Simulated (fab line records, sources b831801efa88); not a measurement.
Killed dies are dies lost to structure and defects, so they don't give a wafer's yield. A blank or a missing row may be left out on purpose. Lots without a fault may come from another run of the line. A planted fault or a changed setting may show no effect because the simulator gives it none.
One fault seen from 2 desks | flow gf180mcu | each desk has only its own numbers; what lay behind them comes last

THE TOOL OWNER'S DESK: pvd_sputter-03
The tool's own readings at GF_M3_SPUTTER_04 (material TiN, target thk 50 nm, time 41.7 s): means of the sampled wafers that have a number, for each lot that ran on this tool. A lot is out of limits, marked OUT, if its mean lies more than 4 standard deviations from the usual mean; the brackets give that distance.
Columns: A = throttle_valve_pct at GF_M3_SPUTTER_04, usual 30.2 %
lot  | first seen here | A
L417 | day 23 14:58    | 29.4
L418 | day 23 21:56    | 29.5
This desk's finding: nothing out of limits on any of the 2 lots.

THE METROLOGY DESK
What the gauges read, lot by lot, whatever tool the lot ran on: means of the sampled wafers that have a number. A lot is out of limits, marked OUT, if its mean lies more than 4 standard deviations from the usual mean; the brackets give that distance. Of its 9 readings 7 are shown: those that lie furthest out on some lot.
Columns: A = V2_W_RS at GF_V2_RS_MEAS_24, usual 0.326 ohm/sq; B = M3_ALCU_RS at GF_M3_RS_MEAS_05, usual 0.0696 ohm/sq; C = M3_ALCU_THK at GF_M3_THK_MEAS_06, usual 450 nm; D = cd_nm at GF_M3_CD_MEAS_14, usual 280.5 nm; E = V3_CVD_00_THK at GF_V3_THK_MEAS_01, usual 595 nm; F = V3_CVD_02_THK at GF_V3_THK_MEAS_03, usual 854 nm; G = V3_BOW at GF_V3_BOW_MEAS_05, usual 117 um
lot  | first seen here | A     | B      | C   | D     | E   | F   | G
L417 | day 23 14:17    | 0.326 | 0.0688 | 457 | 280.8 | 593 | 865 | 105
L418 | day 23 21:17    | 0.323 | 0.0700 | 450 | 281.3 | 590 | 862 | 120
L422 | day 25 09:26    | 0.323 | 0.0704 | 444 | 279.8 | 592 | 854 | 111
L423 | day 25 12:40    | 0.325 | 0.0700 | 447 | 280.5 | 585 | 845 | 119
L428 | day 27 02:51    | 0.326 | 0.0702 | 447 | 282.1 | 592 | 865 | 117
L431 | day 27 23:01    | 0.322 | 0.0694 | 449 | 281.2 | 599 | 862 | 121
This desk's finding: nothing out of limits on any of the 6 lots.

PUT TOGETHER
The tool owner's desk saw nothing out of limits.
The metrology desk saw nothing out of limits.

WHAT THE SIMULATOR HAD PUT IN
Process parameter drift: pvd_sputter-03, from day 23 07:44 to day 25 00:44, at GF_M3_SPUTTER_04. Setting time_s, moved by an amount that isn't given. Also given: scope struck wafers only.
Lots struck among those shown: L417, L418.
